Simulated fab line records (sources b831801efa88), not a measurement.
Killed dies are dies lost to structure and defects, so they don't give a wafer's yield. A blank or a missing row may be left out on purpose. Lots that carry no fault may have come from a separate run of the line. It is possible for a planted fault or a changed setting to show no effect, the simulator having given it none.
Which tool is to blame? ; flow gf180mcu ; 12 lots with 36 wafers sampled at 5 steps, on a route of 602 steps

WHAT EACH GAUGE READ, for each wafer
GF_TOP_METAL_RS_MEAS_05: measures by four-point-probe. Usual: TOP_METAL_ALCU_RS 0.0326 ohm/sq, standard deviation 0.00036.
lot;measured;on;TOP_METAL_ALCU_RS (ohm/sq);flag
L696;day 28 12:03;film_metro-03;0.0327 0.0322 0.0321;
L697;day 28 17:41;film_metro-02;0.0323 0.0321 0.0325;
L698;day 28 23:44;film_metro-02;0.0330 0.0330 0.0325;
L699;day 29 10:38;film_metro-02;0.0331 0.0334 0.0334;
L700;day 29 14:58;film_metro-03;0.0331 0.0330 0.0329;
L702;day 30 03:46;film_metro-01;0.0323 0.0324 0.0326;
L705;day 30 21:19;film_metro-03;0.0330 0.0330 0.0325;
L706;day 31 10:13;film_metro-03;0.0328 0.0331 0.0325;
L711;day 32 14:58;film_metro-03;0.0328 0.0327 0.0329;
L712;day 32 21:27;film_metro-03;0.0329 0.0330 0.0327;
L714;day 33 04:00;film_metro-02;0.0323 0.0327 0.0326;
L716;day 33 22:07;film_metro-01;0.0328 0.0324 0.0328;

GF_TOP_METAL_THK_MEAS_06: measures by xrf. Usual: TOP_METAL_ALCU_THK 891 nm, standard deviation 9.4.
lot;measured;on;TOP_METAL_ALCU_THK (nm);flag
L696;day 28 12:10;film_metro-03;895 901 909;
L697;day 28 17:48;film_metro-02;892 904 889;
L698;day 28 23:52;film_metro-02;878 874 890;
L699;day 29 10:45;film_metro-02;877 873 872;
L700;day 29 15:05;film_metro-03;883 886 890;
L702;day 30 03:52;film_metro-01;901 899 888;
L705;day 30 21:26;film_metro-03;883 883 894;
L706;day 31 10:19;film_metro-03;888 884 899;
L711;day 32 15:04;film_metro-03;889 894 888;
L712;day 32 21:34;film_metro-03;891 884 895;
L714;day 33 04:07;film_metro-02;898 891 893;
L716;day 33 22:14;film_metro-01;875 890 883;

GF_PASSIVATION_THK_MEAS_01. Usual: PASSIVATION_CVD_00_THK 1004 nm, standard deviation 13.
lot;measured;on;PASSIVATION_CVD_00_THK (nm);flag
L696;day 29 08:13;film_metro-04;998 988 1000;
L697;day 29 14:02;film_metro-04;1002 1024 1018;
L698;day 29 20:04;film_metro-04;988 997 1015;
L699;day 30 06:27;film_metro-02;1006 1004 1021;
L700;day 30 10:59;film_metro-01;994 1012 1021;
L702;day 30 23:05;film_metro-02;989 1002 995;
L705;day 31 16:01;film_metro-02;1003 997 1011;
L706;day 32 03:55;film_metro-04;994 1009 1006;
L711;day 33 08:16;film_metro-04;771 1009 771;OFF
L712;day 33 14:07;film_metro-02;1023 1008 1023;
L714;day 33 20:22;film_metro-01;986 987 1000;
L716;day 34 14:28;film_metro-01;987 999 1036;

EACH LOT AND THE TOOL THAT RAN IT (in order: tool; ch and the chambers of the sampled wafers; start)
lot;GF_TOP_METAL_SPUTTER_03;GF_PASSIVATION_CVD_00
L696;pvd_sputter-02, day 28 12:00;pecvd-02 ch 0,1,2, day 29 08:08
L697;pvd_sputter-02, day 28 17:38;pecvd-03 ch 0,1,2, day 29 13:58
L698;pvd_sputter-02, day 28 23:41;pecvd-03 ch 0,2, day 29 19:59
L699;pvd_sputter-02, day 29 10:34;pecvd-03 ch 0,1,2, day 30 06:22
L700;pvd_sputter-02, day 29 14:55;pecvd-01 ch 1,2, day 30 10:55
L702;pvd_sputter-04, day 30 03:42;pecvd-03 ch 0,2, day 30 23:00
L705;pvd_sputter-03, day 30 21:16;pecvd-02 ch 0,2, day 31 15:56
L706;pvd_sputter-04, day 31 10:07;pecvd-03 ch 0,1,2, day 32 03:50
L711;pvd_sputter-02, day 32 14:52;pecvd-03 ch 0,2, day 33 08:10
L712;pvd_sputter-04, day 32 21:24;pecvd-02 ch 0,1,2, day 33 14:02
L714;pvd_sputter-04, day 33 03:57;pecvd-01 ch 1,2, day 33 20:17
L716;pvd_sputter-04, day 33 22:03;pecvd-02 ch 0,1,2, day 34 14:23
- GF_TOP_METAL_SPUTTER_03: material Ti, target thk 5 nm, time 3.3 s.
- GF_PASSIVATION_CVD_00: deposits SiO2 from TEOS, target thk 1000 nm, time 111.95 s.

WHAT THE TOOLS THEMSELVES READ (means of the sampled wafers that have a number; where no wafer has one, the mark that the record gives instead)
GF_TOP_METAL_SPUTTER_03. Usual: chamber_pressure_pa 0.2998 Pa, standard deviation 0.00059; throttle_valve_pct 29.6 %, standard deviation 0.99.
lot;tool;chamber_pressure_pa (Pa);throttle_valve_pct (%);flag
L696;pvd_sputter-02;0.2984;29.5;
L697;pvd_sputter-02;0.3002;29.5;
L698;pvd_sputter-02;0.2998;29.3;
L699;pvd_sputter-02;0.3002;29.5;
L700;pvd_sputter-02;0.2997;28.9;
L702;pvd_sputter-04;0.3000;30.0;
L705;pvd_sputter-03;0.2997;30.2;
L706;pvd_sputter-04;0.2996;29.7;
L711;pvd_sputter-02;0.3001;29.4;
L712;pvd_sputter-04;0.3000;29.9;
L714;pvd_sputter-04;0.2998;29.7;
L716;pvd_sputter-04;0.2993;29.1;

GF_PASSIVATION_CVD_00. Usual: heater_power_w 626 W, standard deviation 130; run_length_s 139.6 s, standard deviation 0.52.
lot;tool;heater_power_w (W);run_length_s (s);flag
L696;pecvd-02;689;139.4;
L697;pecvd-03;547;139.8;
L698;pecvd-03;494;139.4;
L699;pecvd-03;582;139.6;
L700;pecvd-01;761;140.1;
L702;pecvd-03;488;139.4;
L705;pecvd-02;760;139.1;
L706;pecvd-03;536;139.4;
L711;pecvd-03;604;122.0;OFF
L712;pecvd-02;699;139.8;
L714;pecvd-01;688;140.4;
L716;pecvd-02;656;139.6;

THE ANSWER, worked out from the rows above alone
Rule: a lot counts as off when the mean over its wafers that have a number is more than 3 standard deviations away from the usual mean. A lot without any number at a reading at which 4 lots or more have one is off too. Where the step has rows for the other lots, those lots are counted as sound. Order of review: gauges by route order, followed by the tools' own readings, for which a lot's mean as printed above is used. At the first step where some lot is off, the reading lying furthest off is the one used; lots without a number count as furthest.
Off: at GF_PASSIVATION_THK_MEAS_01 (PASSIVATION_CVD_00_THK), L711.
If a tool, at a process step before that reading, ran all the lots that are off and no sound lot after the first of them, it fits. Not tried: the gauges at GF_PASSIVATION_THK_MEAS_01; whatever is off there is also off at GF_PASSIVATION_CVD_00, on other tools, and gauge error can't account for it. Undecided on this evidence; 2 tools fit (pvd_sputter-02 at GF_TOP_METAL_SPUTTER_03, pecvd-03 at GF_PASSIVATION_CVD_00).

WHAT HAD BEEN PUT IN BY THE SIMULATOR
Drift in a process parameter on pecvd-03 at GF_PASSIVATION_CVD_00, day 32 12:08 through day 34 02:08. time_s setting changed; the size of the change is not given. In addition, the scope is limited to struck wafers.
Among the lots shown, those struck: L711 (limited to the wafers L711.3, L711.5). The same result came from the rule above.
